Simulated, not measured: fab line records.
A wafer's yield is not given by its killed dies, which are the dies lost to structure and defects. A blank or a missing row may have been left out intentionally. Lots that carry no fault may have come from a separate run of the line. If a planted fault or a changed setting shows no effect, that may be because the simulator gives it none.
The tool behind it: which one?	flow sky130	11 lots with 33 wafers sampled at 3 steps, on a route of 708 steps

== WHAT THE GAUGES READ, wafer by wafer ==
SKY_FIELD_ISO_THK_MEAS_02. Usual: FIELD_ISO_OXIDATION_00_THK gives 12.09 nm (standard deviation 0.25).
lot	measured	on	FIELD_ISO_OXIDATION_00_THK (nm)	flag
L979	day 1 17:27	film-metro-03	11.94 11.77 11.80	
L980	day 1 21:38	film-metro-04	12.11 12.10 12.26	
L981	day 2 02:38	film-metro-04	12.28 12.20 12.28	
L984	day 2 19:44	film-metro-03	12.56 12.62 12.47	
L985	day 2 22:48	film-metro-03	12.00 12.14 11.99	
L993	day 4 14:38	film-metro-03	18.84 18.80 18.85	OFF
L994	day 4 19:38	film-metro-04	18.98 18.93 18.78	OFF
L996	day 5 05:38	film-metro-03	12.22 12.05 12.17	
L997	day 5 10:38	film-metro-02	12.31 12.05 12.22	
L999	day 5 23:06	film-metro-03	11.82 11.94 12.06	
L100	day 6 03:33	film-metro-04	11.85 12.03 11.88	

SKY_NWELL_RS_MEAS_31: a four-point-probe measurement. Usual: PWDE_RS gives 5263 ohm/sq (standard deviation 18).
lot	measured	on	PWDE_RS (ohm/sq)	flag
L979	day 5 15:58	film-metro-02	5261 5246 5245	
L980	day 6 00:04	film-metro-02	5265 5271 5255	
L981	day 6 01:39	film-metro-01	5251 5273 5276	
L984	day 6 22:36	film-metro-01	5257 5255 5273	
L985	day 7 02:09	film-metro-02	5229 5252 5240	
L993	day 9 06:20	film-metro-04	5250 5259 5269	
L994	day 9 10:22	film-metro-01	5270 5268 5253	
L996	day 10 00:41	film-metro-02	5284 5274 5276	
L997	day 10 02:32	film-metro-04	5268 5280 5268	
L999	day 10 14:36	film-metro-02	5257 5272 5273	
L100	day 11 00:43	film-metro-04	5263 5249 5262	

== WHICH TOOL RAN EACH LOT (tool, then ch and the chambers of the sampled wafers, then the start) ==
lot	SKY_FIELD_ISO_OXIDATION_01
L979	furnace-02 ch 0, day 1 15:56
L980	furnace-01 ch 0, day 1 20:07
L981	furnace-02 ch 0, day 2 01:07
L984	furnace-02 ch 0, day 2 18:13
L985	furnace-01 ch 0, day 2 21:16
L993	furnace-01 ch 0, day 4 13:07
L994	furnace-01 ch 0, day 4 18:07
L996	furnace-02 ch 0, day 5 04:07
L997	furnace-02 ch 0, day 5 09:07
L999	furnace-02 ch 0, day 5 21:35
L100	furnace-02 ch 0, day 6 02:01
- SKY_FIELD_ISO_OXIDATION_01: stabilise 600 s, purge 300 s, target thk 12 nm.

== AS READ BY THE TOOLS THEMSELVES (means over the sampled wafers that have a number; for cases with no such wafer, the mark the record gives instead) ==
SKY_FIELD_ISO_OXIDATION_01. Usual: spike-tc-bottom-C 918.7 C, standard deviation 1.1; spike-tc-centre-C 900.0 C, standard deviation 1.1; spike-tc-lower-C 899.8 C, standard deviation 1; spike-tc-top-C 912 C, standard deviation 4.9; spike-tc-upper-C 899.6 C, standard deviation 1.1; tube-center-temp-C 900 C, standard deviation 0.077; tube_center_temp_C_max 902.3, standard deviation 0.33; zone-power-bottom-pct 26.2 %, standard deviation 0.72; zone-power-centre-pct 19.2 %, standard deviation 0.61; zone-power-top-pct 36.8 %, standard deviation 0.48; zone-power-upper-pct 18.9 %, standard deviation 1.1.
lot	tool	spike-tc-bottom-C (C)	spike-tc-centre-C (C)	spike-tc-lower-C (C)	spike-tc-top-C (C)	spike-tc-upper-C (C)	tube-center-temp-C (C)	tube_center_temp_C_max	zone-power-bottom-pct (%)	zone-power-centre-pct (%)	zone-power-top-pct (%)	zone-power-upper-pct (%)	flag
L979	furnace-02	918.1	900.9	899.5	916	899.7	900	902.3	25.2	18.7	37.1	17.8	
L980	furnace-01	918.7	898.6	899.2	906	899.5	900	902.3	27.0	19.9	36.3	20.0	
L981	furnace-02	919.2	899.9	900.4	917	900.0	900	902.5	25.7	18.8	37.2	17.8	
L984	furnace-02	917.4	900.8	898.9	916	899.7	900	902.2	25.9	18.5	37.2	17.8	
L985	furnace-01	918.6	899.8	899.5	905	899.5	900	902.8	26.7	20.0	36.7	19.9	
L993	furnace-01	963.3	944.4	944.2	951	944.1	945	947.0	30.2	22.1	39.4	22.5	OFF
L994	furnace-01	963.8	944.7	944.5	952	945.1	945	947.0	30.2	22.2	39.8	22.5	OFF
L996	furnace-02	919.4	899.6	899.1	916	900.8	900	902.4	25.6	18.7	37.3	17.7	
L997	furnace-02	918.3	900.2	900.0	916	900.2	900	902.0	25.5	18.6	36.9	17.8	
L999	furnace-02	919.1	900.0	900.0	916	900.1	900	902.1	25.6	18.7	37.7	17.9	
L100	furnace-02	919.0	900.2	899.0	917	898.7	900	902.4	25.8	18.6	37.1	17.7	

== THE ANSWER, worked out from the rows above alone ==
Rule: a lot counts as off when the mean over its wafers that have a number is more than 3 standard deviations away from the usual mean. A lot without any number at a reading at which 4 lots or more have one is off too. The other lots that the step has rows for count as sound. The gauges are gone through in route order, then the tools' own readings, and for those a lot's mean is taken as printed above. At the first step where some lot is off, the reading lying furthest off is the one used; lots without a number count as furthest.
Off: at SKY_FIELD_ISO_THK_MEAS_02 (FIELD_ISO_OXIDATION_00_THK), L993, L994.
A tool fits if, at a process step before that reading, it ran every lot that is off, and no sound lot after the first of them. The gauges at SKY_FIELD_ISO_THK_MEAS_02 aren't tried: what is off there is off at SKY_FIELD_ISO_OXIDATION_01 too, on other tools, and a gauge's error can't cause that. One fits: SKY_FIELD_ISO_OXIDATION_01 on furnace-01. Its last sound lot is L985 (day 2 21:16), its first lot that is off L993 (day 4 13:07): a fault that began between those two fits.
The tool's own readings at SKY_FIELD_ISO_OXIDATION_01 bear it out: on the lots that are off they differ by more than 5 times the standard deviation of the sound lots' means. spike-tc-bottom-C reads 963.5 C there against 918.6 C on the sound lots; spike-tc-centre-C reads 944.5 C there against 900.0 C on the sound lots; spike-tc-lower-C reads 944.4 C there against 899.5 C on the sound lots; spike-tc-top-C reads 952 C there against 914 C on the sound lots; spike-tc-upper-C reads 944.6 C there against 899.8 C on the sound lots; tube-center-temp-C reads 945 C there against 900 C on the sound lots; tube_center_temp_C_max reads 947.0 there against 902.3 on the sound lots; zone-power-bottom-pct reads 30.2 % there against 25.9 % on the sound lots; zone-power-centre-pct reads 22.1 % there against 18.9 % on the sound lots; zone-power-top-pct reads 39.6 % there against 37.1 % on the sound lots.

== WHAT THE SIMULATOR HAD PUT IN ==
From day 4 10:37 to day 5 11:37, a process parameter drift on furnace-01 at SKY_FIELD_ISO_OXIDATION_01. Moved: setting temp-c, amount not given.
Shown lots that were struck: L993, L994. Same finding as the rule above.
